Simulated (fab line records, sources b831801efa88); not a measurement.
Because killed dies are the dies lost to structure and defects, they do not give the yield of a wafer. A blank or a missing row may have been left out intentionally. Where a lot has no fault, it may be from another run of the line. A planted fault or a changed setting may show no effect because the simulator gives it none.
fab line records    flow sky130    part 2 of 2: steps 31 to 41 of 41
record: lots: 5  wafers: 15  lastDay: 48
route steps=708 shown NWELL@62 PWDE@84 VT_ADJUST_HVTP@85 VT_ADJUST_LVTN@97
lots that met no fault: taken from a fault-free run of the same line
startH: start of the lot's first displayed wafer, in hours after the record's first day    waitH: time in hours since the lot's previous step    " the same as in the row above    L1.1+2: several wafers, shown together as one row    - value missing, or start not given    * or withheld: withheld    < > ~ a bound
route shown NAME@n: NAME is a module with steps in the file, n the number in the route of the first one    usual: average and standard deviation across the fault-free wafers    same: alike in all rows    chamber/n: place in a boat    sites: readings site by site    _std_site: the values' standard deviation    _edge_site: the outer-site mean with the inner-site mean subtracted    radiusMm: how far each site lies from the wafer's centre    mask NAME#n: copy n    behind: the tool/chamber that last shaped the wafer    hold: why the lot was held/for how many hours/how that ended    device: the n, p or np transistor that did not switch    end of line: the route-end tests of the same wafers    a step given without rows: its recipe and nothing more    killed: at the first sort, the dies lost to defects and structure; wafer yield is something else    map: dies across one wafer; x = killed, . = not, _ = none there
set.NAME: the run value of the setting; set.NAME@STEP: its run value at that earlier step    model.NAME: the simulator's own value behind a step, which no gauge read
a table for each step, a row for each wafer; lots at some steps of the route
services: from which hour (startH, from the record's first day; less than 0 if before it) a tool's chamber was out of use, for how many hours, and why
== steps ==
step: SKY_VT_ADJUST_HVTP_OVL_MEAS_08
usual: VT_ADJUST_HVTP_OVL: -0.3/1.3
lot.wafer  tool        chamber  startH  waitH  VT_ADJUST_HVTP_OVL[nm]
L081.1     overlay-01  -        165.79  0.1    1.1
L081.3     "           -        "       "      0.1
L081.6     "           -        "       "      -0.1
L083.1     overlay-02  -        176.83  0.1    0.9
L083.5     "           -        "       "      1.5
L083.6     "           -        "       "      0.7
L085.2     overlay-01  -        191.55  0.1    -0.7
L085.4     "           -        "       "      -2.1
L085.5     "           -        "       "      -2.2
L086.3     overlay-02  -        197.40  0.1    -1.0
L086.4     "           -        "       "      -0.5
L086.5     "           -        "       "      -1.3
L088.1     overlay-02  -        212.10  0.1    1.4
L088.3     "           -        "       "      1.4
L088.6     "           -        "       "      1.5
step: SKY_VT_ADJUST_HVTP_IMPLANT_09
recipe: species: As  energyKev: 150  doseCm2: 4.3e+12  tiltDeg: withheld
usual: doseIonsCm2: 4.299e+12/4.6e+09
lot.wafer  tool          chamber  startH  waitH  doseIonsCm2
L081.1     implanter-02  0        165.83  0.0    4.298e+12
L081.3     "             0        "       "      4.296e+12
L081.6     "             0        "       "      4.302e+12
L083.1     implanter-03  0        176.86  0.0    4.301e+12
L083.5     "             0        "       "      4.301e+12
L083.6     "             0        "       "      4.299e+12
L085.2     implanter-01  0        191.60  0.0    4.296e+12
L085.4     "             0        "       "      4.302e+12
L085.5     "             0        "       "      4.307e+12
L086.3     implanter-02  0        197.48  0.1    4.303e+12
L086.4     "             0        "       "      4.297e+12
L086.5     "             0        "       "      4.303e+12
L088.1     implanter-01  0        212.13  0.0    4.306e+12
L088.3     "             0        "       "      4.309e+12
L088.6     "             0        "       "      4.309e+12
step: SKY_VT_ADJUST_HVTP_STRIP_10
recipe: chemistry: O2/N2  powerW: 1400  pressureMtorr: 1500  platenTempC: withheld  o2FlowSccm: 3000  n2FlowSccm: 300  overashFraction: 0.5
usual: drypumpMotorCurrentA: 5.6/0.4  o2FlowSccm: 3001/8.9  oesProductAu: 0.716/0.0043  stripTimeToEndpointS: 14.16/0.039
lot.wafer  tool            chamber  startH  waitH  drypumpMotorCurrentA  o2FlowSccm  oesProductAu  rfHoursCounterH  stripTimeToEndpointS
L081.1     plasmaAsher-03  0        165.98  0.1    4.8                   2985        0.714         5                14.14
L081.3     "               1        "       "      5.0                   2999        0.712         -                14.17
L081.6     "               0        "       "      4.9                   2976        0.719         -                14.17
L083.1     plasmaAsher-04  1        177.01  0.1    5.7                   3005        0.720         49               14.13
L083.5     "               1        "       "      5.7                   3000        0.718         -                14.10
L083.6     "               0        "       "      5.6                   3013        0.713         -                14.07
L085.2     plasmaAsher-01  1        191.73  0.1    5.7                   2993        0.712         37               14.08
L085.4     "               0        "       "      6.0                   2994        0.712         -                14.14
L085.5     "               0        "       "      6.0                   2990        0.724         -                14.09
L086.3     plasmaAsher-03  1        197.61  0.1    5.0                   2988        0.714         -                14.18
L086.4     "               0        "       "      4.8                   2988        0.708         -                14.20
L086.5     "               1        "       "      5.0                   2994        0.709         -                14.20
L088.1     plasmaAsher-03  0        212.28  0.1    4.8                   2984        0.713         9                14.18
L088.3     "               1        "       "      5.0                   3005        0.710         -                14.22
L088.6     "               1        "       "      5.0                   3000        0.714         -                14.21
step: SKY_VT_ADJUST_HVTP_TW_MEAS_11
usual: VT_ADJUST_HVTP_TW: 1349/10
lot.wafer  tool          chamber  startH  waitH  VT_ADJUST_HVTP_TW
L081.1     filmMetro-02  -        166.08  0.1    1367
L081.3     "             -        "       "      1359
L081.6     "             -        "       "      1351
L083.1     filmMetro-03  -        177.11  0.1    1343
L083.5     "             -        "       "      1341
L083.6     "             -        "       "      1344
L085.2     filmMetro-01  -        191.84  0.1    1337
L085.4     "             -        "       "      1334
L085.5     "             -        "       "      1323
L086.3     filmMetro-01  -        197.70  0.1    1342
L086.4     "             -        "       "      1348
L086.5     "             -        "       "      1341
L088.1     filmMetro-03  -        212.38  0.1    1350
L088.3     "             -        "       "      1352
L088.6     "             -        "       "      1353
step: SKY_VT_ADJUST_LVTN_DEHYDRATE_00
recipe: tempC: 200  timeS: 60
lot.wafer   tool           chamber  startH  waitH
L081.1+3+6  lithoTrack-01  0        174.77  8.7
L083.1+5+6  lithoTrack-04  0        185.03  7.9
L085.2+4+5  lithoTrack-01  0        202.15  10.3
L086.3+4+5  lithoTrack-03  0        207.81  10.1
L088.1+3+6  lithoTrack-03  0        222.46  10.1
step: SKY_VT_ADJUST_LVTN_HMDS_01
recipe: primeTimeS: 60  primeTempC: 120
lot.wafer   tool           chamber  startH  waitH
L081.1+3+6  lithoTrack-01  0        174.92  0.1
L083.1+5+6  lithoTrack-04  0        185.18  0.1
L085.2+4+5  lithoTrack-01  0        202.30  0.1
L086.3+4+5  lithoTrack-03  0        207.96  0.1
L088.1+3+6  lithoTrack-03  0        222.61  0.1
step: SKY_VT_ADJUST_LVTN_COAT_02
recipe: spinRpm: 2000  resistThkNm: 3000
lot.wafer   tool           chamber  startH  waitH
L081.1+3+6  lithoTrack-01  0        175.07  0.1
L083.1+5+6  lithoTrack-04  0        185.33  0.1
L085.2+4+5  lithoTrack-01  0        202.45  0.1
L086.3+4+5  lithoTrack-03  0        208.11  0.1
L088.1+3+6  lithoTrack-03  0        222.76  0.1
step: SKY_VT_ADJUST_LVTN_SOFTBAKE_03
recipe: tempC: 110  timeS: withheld
lot.wafer   tool           chamber  startH  waitH
L081.1+3+6  lithoTrack-01  0        175.22  0.1
L083.1+5+6  lithoTrack-04  0        185.48  0.1
L085.2+4+5  lithoTrack-01  0        202.60  0.1
L086.3+4+5  lithoTrack-03  0        208.28  0.1
L088.1+3+6  lithoTrack-03  0        222.91  0.1
step: SKY_VT_ADJUST_LVTN_EXPOSE_04
recipe: maskId: NWM_COMPLEMENT_LESS_NATIVE  na: 0.6  sourceShape: conventional  sigmaOuter: 0.6  polarization: unpolarized  targetCdNm: 840  doseMj: 194
usual: exposureDoseMJCm2: 193.97/0.19
same: na: 0.6
lot.wafer  tool             chamber  startH  waitH  mask                          exposureDoseMJCm2
L081.1     ilineStepper-01  0        -       -      NWM_COMPLEMENT_LESS_NATIVE#0  193.99
L081.3     "                0        "       "      NWM_COMPLEMENT_LESS_NATIVE#0  194.11
L081.6     "                0        "       "      NWM_COMPLEMENT_LESS_NATIVE#0  194.04
L083.1     ilineStepper-02  0        -       -      NWM_COMPLEMENT_LESS_NATIVE#0  194.05
L083.5     "                0        "       "      NWM_COMPLEMENT_LESS_NATIVE#0  194.08
L083.6     "                0        "       "      NWM_COMPLEMENT_LESS_NATIVE#0  194.21
L085.2     ilineStepper-02  0        -       -      NWM_COMPLEMENT_LESS_NATIVE#0  193.88
L085.4     "                0        "       "      NWM_COMPLEMENT_LESS_NATIVE#0  193.88
L085.5     "                0        "       "      NWM_COMPLEMENT_LESS_NATIVE#0  193.70
L086.3     ilineStepper-02  0        -       -      NWM_COMPLEMENT_LESS_NATIVE#0  193.95
L086.4     "                0        "       "      NWM_COMPLEMENT_LESS_NATIVE#0  193.78
L086.5     "                0        "       "      NWM_COMPLEMENT_LESS_NATIVE#0  194.31
L088.1     ilineStepper-01  0        -       -      NWM_COMPLEMENT_LESS_NATIVE#0  193.98
L088.3     "                0        "       "      NWM_COMPLEMENT_LESS_NATIVE#0  193.47
L088.6     "                0        "       "      NWM_COMPLEMENT_LESS_NATIVE#0  193.77
step: SKY_VT_ADJUST_LVTN_PEB_05
recipe: tempC: 115  timeS: withheld
lot.wafer   tool           chamber  startH  waitH
L081.1+3+6  lithoTrack-03  0        -       -
L083.1+5+6  lithoTrack-04  0        -       -
L085.2+4+5  lithoTrack-01  0        -       -
L086.3+4+5  lithoTrack-03  0        -       -
L088.1+3+6  lithoTrack-01  0        -       -
step: SKY_VT_ADJUST_LVTN_DEVELOP_06
recipe: wallAngleDeg: 90  developer: TMAH  developTimeS: 60  devTempC: 23
lot.wafer   tool           chamber  startH  waitH
L081.1+3+6  lithoTrack-03  0        -       -
L083.1+5+6  lithoTrack-04  0        -       -
L085.2+4+5  lithoTrack-01  0        -       -
L086.3+4+5  lithoTrack-03  0        -       -
L088.1+3+6  lithoTrack-01  0        -       -
== services ==
tool             chamber  startH  hours  kind
plasmaAsher-03   -        108.75  9.0    pm
plasmaAsher-03   0        108.75  9.0    ventCycle
plasmaAsher-03   1        108.75  9.0    ventCycle
ilineStepper-01  -        112.91  1.7    pm
plasmaAsher-03   0        117.75  -      clean
plasmaAsher-03   1        117.75  -      clean
implanter-01     -        119.02  4.5    repair
implanter-02     -        123.53  13.8   pm
wetBench-02      -        128.37  1.9    pm
ilineStepper-02  -        131.30  4.3    pm
implanter-02     -        145.32  3.1    repair
implanter-03     -        145.35  3.4    pm
plasmaAsher-03   -        151.18  2.8    pm
plasmaAsher-02   -        151.88  0.8    repair
implanter-04     -        158.55  1.1    repair
implanter-04     -        159.67  3.5    pm
plasmaAsher-02   -        167.08  0.9    repair
plasmaAsher-03   -        171.04  0.9    repair
implanter-03     -        202.02  2.9    repair
wetBench-02      -        202.13  5.9    repair
ilineStepper-02  -        220.34  1.7    pm
implanter-04     -        223.69  1.8    repair
